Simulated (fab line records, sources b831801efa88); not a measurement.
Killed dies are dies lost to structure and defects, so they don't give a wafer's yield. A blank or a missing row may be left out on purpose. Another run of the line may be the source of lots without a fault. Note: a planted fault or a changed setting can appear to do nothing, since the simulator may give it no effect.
Comparing a struck lot with a sound one -- flow sky130 -- 23 out of 708 route steps
Sound: the wafers L675.2, L675.3, L675.6. Wafers L681.1, L681.3, L681.6 were the ones struck. The cause is given at the end.
At each step with rows: each side's tool, then ch and its chambers, then its first start. Under that, the readings that differ: sound wafers -- struck wafers -- difference of the means -- sigmas: that difference in standard deviations of wafers without a fault.
alike: same words and numbers on both sides, and readings whose means sit less than 2 such deviations apart. not compared: any withheld reading, any reading some wafer has no value for, any bound like >300 that may hide the same value, and any number with overlapping values for which the record gives no deviation.
Wherever a step has rows on one side only, a row that says differs or no value, or a row with sigmas, the two part there. Numbers that don't overlap but have no deviation are shown without sigmas and don't part them. Lack of a reading on every wafer of one side parts them only where that side has two or more wafers.

first, 2 steps without rows for these wafers: SKY_POLY_GATE_CLEAN_19 (cleans in SC1/SC2, time 150 s); SKY_POLY_GATE_OXIDATION_20 (stabilise 600 s, purge 300 s, target thk 4 nm).
SKY_POLY_GATE_THK_MEAS_21:
  sound: film_metro-04 at day 17 10:13; struck: film_metro-04 at day 19 07:29
  alike: POLY_GATE_OXIDATION_THK
SKY_POLY_GATE_CD_MEAS_22:
  sound: cd_sem-02 at day 17 10:18; struck: cd_sem-02 at day 19 07:32
  alike: cd_nm
then, 7 steps without rows for these wafers: SKY_LDD_N_DEHYDRATE_00 (time 60 s); SKY_LDD_N_HMDS_01 (prime time 60 s); SKY_LDD_N_COAT_02 (resist thk 300 nm); SKY_LDD_N_SOFTBAKE_03 (time 60 s); SKY_LDD_N_EXPOSE_04 (exposes mask NTM, target cd 840 nm); SKY_LDD_N_PEB_05; SKY_LDD_N_DEVELOP_06 (develop time 60 s).
SKY_LDD_N_OVL_MEAS_07:
  sound: overlay-02 at day 18 16:45; struck: overlay-02 at day 20 14:23
  alike: LDD_N_OVL
SKY_LDD_N_IMPLANT_08:
  sound on implanter-01 ch 0, day 18 16:49; struck on implanter-03 ch 0, day 20 14:25
reading,sound,struck,difference,sigmas
implant_ion_amu,75 75 75,31 31 31,-44,
model.implant.rp_nm (nm),16.46 16.46 16.46,27.76 27.76 27.76,+11.30,
model.implant.drp_nm (nm),7.212 7.212 7.212,12.97 12.97 12.97,+5.76,
then, 7 steps without rows for these wafers: SKY_LDD_N_IMPLANT_09; SKY_LDD_N_IMPLANT_10; SKY_LDD_N_IMPLANT_11; SKY_LDD_N_IMPLANT_12; SKY_LDD_N_IMPLANT_13; SKY_LDD_N_IMPLANT_14; SKY_LDD_N_IMPLANT_15.
SKY_LDD_N_STRIP_16: strips in O2/N2.
  sound on plasma_asher-02 ch 0,1, day 18 17:59; struck on plasma_asher-04 ch 0,1, day 20 15:37
reading,sound,struck,difference,sigmas
strip_time_to_endpoint_s (s),4.291 4.287 4.308,4.213 4.221 4.222,-0.077,-5
  alike: chamber_pressure_mTorr, drypump_motor_current_A, oes_product_au
  not compared: rf_hours_counter_h
SKY_LDD_N_TW_MEAS_17:
  sound: film_metro-01 at day 18 18:05; struck: film_metro-01 at day 20 15:43
  alike: LDD_N_TW
-- the record jumps here: 27 days lie between the struck wafers' starts before and after (it left off in module LDD_N and takes up again in module PAD_OPEN, whose first step shown is number 708 of the route) --
SKY_PAD_OPEN_PROBE_99:
  sound: prober-01 at day 46 08:10; struck: prober-01 at day 47 17:38
reading,sound,struck,difference,sigmas
model.etest.tip_n.rs_ohm_sq,439.8 439.3 437.5,382.9 382.7 384.1,-55.6,
model.etest.nfet_01v8_turned.drive_ua_um,497.7 500.3 486.7,538.5 524.2 536.8,+38.3,
model.etest.nfet_01v8_lvt.drive_ua_um,561.1 577 558.8,605.6 595.9 599.1,+34.6,
model.etest.nfet_01v8_swapped.drive_ua_um,498.2 502.5 486.9,528.7 517.6 520.9,+26.5,
model.etest.nfet_01v8.drive_ua_um,496.5 501.1 486.5,526.5 515.1 519.1,+25.5,
model.etest.res_ndiff.rs_ohm_sq,118.9 118.4 119,116.3 116 116.2,-2.6,
  alike: killed_at_M0_to_M3, killed_at_M4_up, killed_at_contacts, killed_at_front_end, killed_at_other, killed_dies, killed_open, killed_short
  not compared: model.etest.sram_nfet_pass.drive_ua_um, model.etest.nfet_01v8.r_on_ohm_um

## WHERE THEY PART
Within this record, at SKY_LDD_N_STRIP_16 only. Later steps at which nothing parts them and some readings are alike: SKY_LDD_N_TW_MEAS_17, SKY_PAD_OPEN_PROBE_99.

WHY: whatever the simulator had introduced
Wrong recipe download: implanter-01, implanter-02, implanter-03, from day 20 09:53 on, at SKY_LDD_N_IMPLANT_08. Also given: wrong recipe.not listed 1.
